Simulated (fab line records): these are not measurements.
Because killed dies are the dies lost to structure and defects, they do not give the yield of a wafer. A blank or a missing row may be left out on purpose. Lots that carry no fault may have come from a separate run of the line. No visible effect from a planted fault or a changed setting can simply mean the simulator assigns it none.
Struck lot and sound lot, side by side || flow sky130 || 17 steps out of a route of 708
Sound: the wafers L499.2, L499.3, L499.4. Wafers L503.2, L503.3, L503.6 were the ones struck. The cause is named last.
Order at every step that has rows: each side's tool, ch and its chambers, its first start. Under that, the readings that differ: sound wafers || struck wafers || difference of the means || sigmas: that difference in standard deviations of wafers without a fault.
alike: readings with means less than 2 such deviations apart, plus words and numbers identical on both sides. not compared: withheld readings, readings lacking a value on some wafer, bounds such as >300 that could conceal the same value, and numbers that have no deviation in the record and whose values overlap.
A row with sigmas, a row that says differs or no value, or rows on one side alone: a step with any of these is where the two part. Numbers that have no deviation but don't overlap get no sigmas and don't part them. A reading that every wafer of one side lacks parts them only if that side has two wafers or more.

SKY_VT_ADJUST_HVTR_OVL_MEAS_08:
  struck on overlay-02, day 11 12:50; sound on overlay-02, day 10 13:07
  alike: VT_ADJUST_HVTR_OVL
then, 1 step without rows for these wafers: SKY_VT_ADJUST_HVTR_IMPLANT_09.
SKY_VT_ADJUST_HVTR_STRIP_10: strips in O2/N2.
  sound on plasma_asher-03 ch 0,1, day 10 13:18; struck on plasma_asher-01 ch 0,1, day 11 13:01
  alike: drypump_motor_current_A, oes_product_au, strip_time_to_endpoint_s
  not compared: rf_hours_counter_h
SKY_VT_ADJUST_HVTR_TW_MEAS_11:
  struck on film_metro-04, day 11 13:07; sound on film_metro-03, day 10 13:25
  alike: VT_ADJUST_HVTR_TW
then, 7 steps without rows for these wafers: SKY_VT_ADJUST_PCH_DEHYDRATE_00 (time 60 s); SKY_VT_ADJUST_PCH_HMDS_01 (prime time 60 s); SKY_VT_ADJUST_PCH_COAT_02 (resist thk 3000 nm); SKY_VT_ADJUST_PCH_SOFTBAKE_03; SKY_VT_ADJUST_PCH_EXPOSE_04 (exposes mask NWM, target cd 840 nm); SKY_VT_ADJUST_PCH_PEB_05; SKY_VT_ADJUST_PCH_DEVELOP_06 (develop time 60 s).
SKY_VT_ADJUST_PCH_OVL_MEAS_07:
  struck on overlay-02, day 12 13:09; sound on overlay-01, day 11 12:12
  alike: VT_ADJUST_PCH_OVL
SKY_VT_ADJUST_PCH_IMPLANT_08:
  sound on implanter-01 ch 0, day 11 12:16; struck on implanter-03 ch 0, day 12 13:13
{"reading": "dose_ions_cm2", "sound": "4.997e+11 5.006e+11 4.996e+11", "struck": "5.07e+10 4.95e+10 4.96e+10", "difference": -4.50e+11, "sigmas": "-99 or more"}
{"reading": "faraday_current_uA", "sound": "2.77 2.75 2.83", "struck": "0.29 0.28 0.28", "difference": -2.50, "sigmas": -46}
SKY_VT_ADJUST_PCH_STRIP_09: strips in O2/N2.
  sound on plasma_asher-01 ch 0,1, day 11 12:23; struck on plasma_asher-01 ch 0,1, day 12 13:20
  alike: drypump_motor_current_A, oes_product_au, strip_time_to_endpoint_s
  not compared: rf_hours_counter_h
SKY_VT_ADJUST_PCH_TW_MEAS_10:
  struck on film_metro-02, day 12 13:26; sound on film_metro-02, day 11 12:29
{"reading": "VT_ADJUST_PCH_TW", "sound": "142.7 142.7 142.7", "struck": "83.2 83.7 82.5", "difference": -59.6, "sigmas": -80}
then, 1 step without rows for these wafers: SKY_SONOS_TUNNEL_DEHYDRATE_00 (time 60 s).
-- here the record skips 35 days between the struck wafers' starts before and after, leaving off in module SONOS_TUNNEL and picking up in module PAD_OPEN (first step shown: number 708 of the route) --
SKY_PAD_OPEN_PROBE_99:
  struck on prober-01, day 47 14:49; sound on prober-02, day 46 20:28
{"reading": "model.etest.nfet_16v.r_on_ohm_um", "sound": "1.417e+04 1.414e+04 1.412e+04", "struck": "1.327e+04 1.319e+04 1.343e+04", "difference": -8.467e+02, "sigmas": ""}
{"reading": "model.etest.pfet_g5v0d10v5.r_on_ohm_um", "sound": "4749 4671 4765", "struck": "4968 4994 5124", "difference": "+300", "sigmas": ""}
{"reading": "model.etest.tip_p.rs_ohm_sq", "sound": "6866 6828 6865", "struck": "7021 6996 6916", "difference": "+125", "sigmas": ""}
{"reading": "model.etest.tip_p_5v.rs_ohm_sq", "sound": "2863 2841 2844", "struck": "2902 2924 2898", "difference": "+59", "sigmas": ""}
{"reading": "model.etest.pfet_g5v0d10v5.drive_ua_um", "sound": "343.8 345.4 345.3", "struck": "323.7 321.4 314.4", "difference": -25.0, "sigmas": ""}
{"reading": "model.etest.pfet_01v8_lvt.drive_ua_um", "sound": "178.7 179.3 178.9", "struck": "159.9 159.1 157.7", "difference": -20.1, "sigmas": ""}
{"reading": "model.etest.pfet_16v.drive_ua_um", "sound": "254.9 252.6 252.8", "struck": "238.2 236.9 236.8", "difference": -16.1, "sigmas": ""}
{"reading": "model.etest.pfet_01v8_mvt.drive_ua_um", "sound": "158.1 155.9 156.3", "struck": "140.5 139.7 137.7", "difference": -17.5, "sigmas": ""}
  alike: killed_at_M0_to_M3, killed_at_M4_up, killed_at_contacts, killed_at_front_end, killed_at_other, killed_dies, killed_on_rim, killed_open, killed_short

WHERE THEY PART
Last at SKY_VT_ADJUST_PCH_TW_MEAS_10 as far as this record goes, first at SKY_VT_ADJUST_PCH_IMPLANT_08. Later steps at which nothing parts them and some readings are alike: SKY_PAD_OPEN_PROBE_99.

WHY: what the simulator had put in
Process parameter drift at SKY_VT_ADJUST_PCH_IMPLANT_08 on implanter-03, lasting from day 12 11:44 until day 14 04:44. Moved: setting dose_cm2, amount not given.
